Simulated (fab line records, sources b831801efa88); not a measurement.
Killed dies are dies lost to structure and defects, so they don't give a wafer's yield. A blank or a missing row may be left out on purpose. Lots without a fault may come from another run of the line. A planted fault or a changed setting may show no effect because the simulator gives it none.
Which tool did it? | flow sky130 | 14 lots, 41 wafers sampled, at 7 steps of a route of 708

WHAT THE GAUGES READ, wafer by wafer
SKY_LI_CONTACT_THK_MEAS_01. Usual: LI_CONTACT_HDPCVD_THK 933 nm, standard deviation 7.6.
lot  | measured     | on            | LI_CONTACT_HDPCVD_THK (nm) | flag
L600 | day 28 00:22 | film_metro-01 | 928 929 923                |
L601 | day 28 06:24 | film_metro-01 | 929 927 938                |
L602 | day 28 22:13 | film_metro-03 | 940 946 948                |
L603 | day 29 04:29 | film_metro-03 | 933 926 934                |
L606 | day 30 00:50 | film_metro-01 | 931 936 933                |
L607 | day 30 11:50 | film_metro-03 | 937 926 930                |
L608 | day 30 15:26 | film_metro-02 | 925 938 924                |
L609 | day 31 09:25 | film_metro-01 | 931 932 935                |
L610 | day 31 10:28 | film_metro-03 | 939 929 929                |
L611 | day 31 19:22 | film_metro-01 | 930 936 936                |
L612 | day 32 00:23 | film_metro-03 | 939 942 936                |
L613 | day 32 02:07 | film_metro-03 | 936 936 931                |
L614 | day 32 19:56 | film_metro-02 | 935 940 944                |
L615 | day 33 15:07 | film_metro-02 | 943 937                    |

SKY_LOCAL_INTERCONNECT_CD_MEAS_11: target cd 170 nm. Usual: cd_nm 170.3 nm, standard deviation 1.7.
lot  | measured     | on        | cd_nm (nm)        | flag
L600 | day 30 10:09 | cd_sem-02 | 170.6 169.8 169.7 |
L601 | day 30 16:53 | cd_sem-02 | 170.8 171.3 169.3 |
L602 | day 31 07:13 | cd_sem-02 | 171.6 172.0 171.8 |
L603 | day 31 13:40 | cd_sem-01 | 169.7 169.8 169.1 |
L606 | day 32 09:35 | cd_sem-02 | 169.9 170.0 170.4 |
L607 | day 32 20:51 | cd_sem-01 | 168.6 168.6 167.3 |
L608 | day 33 00:11 | cd_sem-01 | 169.7 169.5 168.4 |
L609 | day 33 16:24 | cd_sem-01 | 171.4 172.5 171.1 |
L610 | day 33 17:37 | cd_sem-02 | 171.2 172.3 172.9 |
L611 | day 34 02:50 | cd_sem-02 | 169.4 169.5 169.3 |
L612 | day 34 07:37 | cd_sem-02 | 170.9 172.2 170.6 |
L613 | day 34 09:48 | cd_sem-01 | 171.2 172.9 172.7 |
L614 | day 35 02:39 | cd_sem-01 | 170.8 169.7 57.6  | OFF
L615 | day 35 20:43 | cd_sem-02 | 169.4 57.7        | OFF

SKY_CONTACT_THK_MEAS_01. Usual: CONTACT_CVD_00_THK 74.8 nm, standard deviation 0.83.
lot  | measured     | on            | CONTACT_CVD_00_THK (nm) | flag
L600 | day 30 11:04 | film_metro-01 | 72.7 73.8 75.4          |
L601 | day 30 17:47 | film_metro-02 | 75.7 75.6 75.9          |
L602 | day 31 08:07 | film_metro-04 | 73.8 75.9 75.6          |
L603 | day 31 14:32 | film_metro-04 | 74.7 75.4 75.5          |
L606 | day 32 10:29 | film_metro-02 | 75.4 74.7 76.4          |
L607 | day 32 21:45 | film_metro-01 | 73.6 73.4 74.9          |
L608 | day 33 01:04 | film_metro-02 | 74.1 75.9 75.4          |
L609 | day 33 17:18 | film_metro-04 | 74.1 75.0 75.1          |
L610 | day 33 18:31 | film_metro-04 | 74.4 74.6 75.8          |
L611 | day 34 03:46 | film_metro-01 | 73.6 75.4 75.7          |
L612 | day 34 08:31 | film_metro-01 | 75.1 74.2 75.0          |
L613 | day 34 10:43 | film_metro-02 | 74.5 74.4 74.6          |
L614 | day 35 03:41 | film_metro-02 | 73.8 74.9               |
L615 | day 35 21:41 | film_metro-04 | 74.3                    |

WHICH TOOL RAN EACH LOT (tool, then ch and the chambers of the sampled wafers, then the start)
lot  | SKY_LDD_P_STRIP_10                   | SKY_SPACER_ETCHBACK_02             | SKY_LOCAL_INTERCONNECT_EXPOSE_08  | SKY_CONTACT_CVD_00
L600 | plasma_asher-04 ch 0,1, day 18 22:46 | rie_diel-03 ch 1,2,3, day 23 01:42 | krf_scanner-01 ch 0, day 29 19:46 | pecvd-02 ch 0,1, day 30 11:01
L601 | plasma_asher-04 ch 0,1, day 19 06:01 | rie_diel-01 ch 0,3, day 23 07:07   | krf_scanner-01 ch 0, day 30 03:53 | pecvd-02 ch 0,1, day 30 17:44
L602 | plasma_asher-03 ch 0,1, day 20 02:25 | rie_diel-01 ch 0,2,3, day 24 00:32 | krf_scanner-01 ch 0, day 30 16:52 | pecvd-04 ch 0,2, day 31 08:04
L603 | plasma_asher-03 ch 0,1, day 20 11:11 | rie_diel-01 ch 0,2,3, day 24 08:32 | krf_scanner-02 ch 0, day 30 23:31 | pecvd-03 ch 0,2, day 31 14:29
L606 | plasma_asher-04 ch 0,1, day 21 07:07 | rie_diel-04 ch 1,2,3, day 25 03:25 | krf_scanner-02 ch 0, day 31 19:40 | pecvd-03 ch 1,2, day 32 10:26
L607 | plasma_asher-04 ch 0,1, day 21 17:55 | rie_diel-04 ch 1,3, day 25 15:46   | krf_scanner-01 ch 0, day 32 07:22 | pecvd-02 ch 0,1, day 32 21:43
L608 | plasma_asher-03 ch 0,1, day 21 23:32 | rie_diel-04 ch 0,3, day 25 19:23   | krf_scanner-02 ch 0, day 32 11:25 | pecvd-03 ch 0,1,2, day 33 01:02
L609 | plasma_asher-02 ch 0,1, day 22 19:55 | rie_diel-03 ch 1,2, day 26 15:03   | krf_scanner-01 ch 0, day 33 02:50 | pecvd-04 ch 0,1, day 33 17:16
L610 | plasma_asher-03 ch 0,1, day 22 20:13 | rie_diel-04 ch 0,1,2, day 26 16:15 | krf_scanner-02 ch 0, day 33 03:44 | pecvd-03 ch 1,2, day 33 18:29
L611 | plasma_asher-04 ch 0,1, day 23 06:58 | rie_diel-01 ch 2,3, day 27 01:50   | krf_scanner-02 ch 0, day 33 14:20 | pecvd-04 ch 1,2, day 34 03:42
L612 | plasma_asher-03 ch 0,1, day 23 12:58 | rie_diel-01 ch 0,2, day 27 07:10   | krf_scanner-01 ch 0, day 33 19:50 | pecvd-02 ch 0,2, day 34 08:29
L613 | plasma_asher-04 ch 0,1, day 23 16:38 | rie_diel-03 ch 0,2, day 27 09:49   | krf_scanner-01 ch 0, day 33 21:43 | pecvd-04 ch 1, day 34 10:40
L614 | plasma_asher-03 ch 0,1, day 24 09:31 | rie_diel-01 ch 0,2,3, day 28 03:25 | krf_scanner-01 ch 0, day 34 12:54 | pecvd-03 ch 0,2, day 35 03:38
L615 | plasma_asher-02 ch 0, day 25 07:34   | rie_diel-04 ch 0,1, day 29 00:34   | krf_scanner-01 ch 0, day 35 07:52 | pecvd-03 ch 0, day 35 21:38
- SKY_LDD_P_STRIP_10: strips in O2/N2.
- SKY_SPACER_ETCHBACK_02: etches Si3N4 in CH3F/O2, stops on SiO2, time 46.7 s, target depth 45 nm.
- SKY_LOCAL_INTERCONNECT_EXPOSE_08: exposes mask LI1M, target cd 170 nm.
- SKY_CONTACT_CVD_00: deposits Si3N4, target thk 75 nm.

WHAT THE TOOLS THEMSELVES READ (means of the sampled wafers that have a number; where no wafer has one, the mark that the record gives instead)
SKY_LDD_P_STRIP_10. Usual: drypump_motor_current_A 5.89 A, standard deviation 0.22; o2_flow_sccm 3000 sccm, standard deviation 9.3; oes_product_au 0.717 a.u., standard deviation 0.0043; strip_time_to_endpoint_s 14.20 s, standard deviation 0.036.
lot  | tool            | drypump_motor_current_A (A) | o2_flow_sccm (sccm) | oes_product_au (a.u.) | strip_time_to_endpoint_s (s) | flag
L600 | plasma_asher-04 | 5.79                        | 3003                | 0.712                 | 14.18                        |
L601 | plasma_asher-04 | 5.82                        | 2997                | 0.712                 | 14.23                        |
L602 | plasma_asher-03 | 5.89                        | 3000                | 0.717                 | 14.21                        |
L603 | plasma_asher-03 | 5.88                        | 2997                | 0.715                 | 14.26                        |
L606 | plasma_asher-04 | 5.86                        | 2993                | 0.716                 | 14.18                        |
L607 | plasma_asher-04 | 5.86                        | 3002                | 0.718                 | 14.22                        |
L608 | plasma_asher-03 | 5.90                        | 3003                | 0.718                 | 14.22                        |
L609 | plasma_asher-02 | 6.22                        | 3000                | 0.719                 | 14.22                        |
L610 | plasma_asher-03 | 5.91                        | 3003                | 0.717                 | 14.15                        |
L611 | plasma_asher-04 | 5.80                        | 2989                | 0.721                 | 14.17                        |
L612 | plasma_asher-03 | 5.87                        | 3001                | 0.713                 | 14.18                        |
L613 | plasma_asher-04 | 5.81                        | 3010                | 0.721                 | 14.20                        |
L614 | plasma_asher-03 | 5.88                        | 2992                | 0.716                 | 14.22                        |
L615 | plasma_asher-02 | 6.62                        | 3000                | 0.716                 | 14.12                        | OFF

SKY_SPACER_ETCHBACK_02. Usual: O2_flow_sccm 30.02 sccm, standard deviation 0.084; ch3f_flow_sccm 39.99 sccm, standard deviation 0.11; drypump_motor_current_A 5.6 A, standard deviation 0.54; oes_product_au 0.857 a.u., standard deviation 0.006; throttle_valve_pct 10.563 %, standard deviation 0.009.
lot  | tool        | O2_flow_sccm (sccm) | ch3f_flow_sccm (sccm) | drypump_motor_current_A (A) | oes_product_au (a.u.) | throttle_valve_pct (%) | flag
L600 | rie_diel-03 | 30.00               | 40.01                 | 5.6                         | 0.864                 | 10.574                 |
L601 | rie_diel-01 | 30.01               | 39.93                 | 5.4                         | 0.854                 | 10.558                 |
L602 | rie_diel-01 | 29.98               | 39.89                 | 5.8                         | 0.860                 | 10.567                 |
L603 | rie_diel-01 | 29.96               | 39.96                 | 5.8                         | 0.861                 | 10.559                 |
L606 | rie_diel-04 | 30.06               | 39.90                 | 5.5                         | 0.859                 | 10.563                 |
L607 | rie_diel-04 | 29.99               | 39.95                 | 5.6                         | 0.861                 | 10.562                 |
L608 | rie_diel-04 | 30.00               | 39.95                 | 5.8                         | 0.860                 | 10.556                 |
L609 | rie_diel-03 | 30.06               | 40.04                 | 5.4                         | 0.864                 | 10.570                 |
L610 | rie_diel-04 | 30.04               | 39.91                 | 5.6                         | 0.856                 | 10.565                 |
L611 | rie_diel-01 | 30.04               | 40.12                 | 6.2                         | 0.858                 | 10.566                 |
L612 | rie_diel-01 | 30.07               | 39.92                 | 5.8                         | 0.855                 | 10.555                 |
L613 | rie_diel-03 | 30.08               | 40.00                 | 5.5                         | 0.852                 | 10.557                 |
L614 | rie_diel-01 | 29.99               | 39.97                 | 5.8                         | 0.854                 | 10.568                 |
L615 | rie_diel-04 | 30.03               | 40.03                 | 5.7                         | 0.857                 | 10.569                 |

SKY_CONTACT_CVD_00. Usual: heater_power_w 749 W, standard deviation 96.
lot  | tool     | heater_power_w (W) | flag
L600 | pecvd-02 | 668                |
L601 | pecvd-02 | 635                |
L602 | pecvd-04 | 652                |
L603 | pecvd-03 | 849                |
L606 | pecvd-03 | 853                |
L607 | pecvd-02 | 636                |
L608 | pecvd-03 | 877                |
L609 | pecvd-04 | 739                |
L610 | pecvd-03 | 840                |
L611 | pecvd-04 | 857                |
L612 | pecvd-02 | 631                |
L613 | pecvd-04 | 844                |
L614 | pecvd-03 | 794                |
L615 | pecvd-03 | 914                |

THE ANSWER, worked out from the rows above alone
Rule: a lot is off if the mean of its wafers that have a number lies more than 3 standard deviations from the usual mean. A lot without any number at a reading at which 4 lots or more have one is off too. The other lots that the step has rows for count as sound. The gauges are gone through in route order, then the tools' own readings, and for those a lot's mean is taken as printed above. The first step at which some lot is off is used, and at that step the reading that is off furthest; a lot without a number counts as furthest.
Off: L614, L615, at SKY_LOCAL_INTERCONNECT_CD_MEAS_11 (cd_nm).
A tool fits if, at a process step before that reading, it ran every lot that is off, and no sound lot after the first of them. The gauges at SKY_LOCAL_INTERCONNECT_CD_MEAS_11 are tried like those tools. One fits: krf_scanner-01 at SKY_LOCAL_INTERCONNECT_EXPOSE_08. Its last sound lot is L613 (day 33 21:43), its first lot that is off L614 (day 34 12:54): a fault that began between those two fits.

WHAT THE SIMULATOR HAD PUT IN
Process parameter drift: krf_scanner-01, from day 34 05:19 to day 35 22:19, at SKY_LOCAL_INTERCONNECT_EXPOSE_08. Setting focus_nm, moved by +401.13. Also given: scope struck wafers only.
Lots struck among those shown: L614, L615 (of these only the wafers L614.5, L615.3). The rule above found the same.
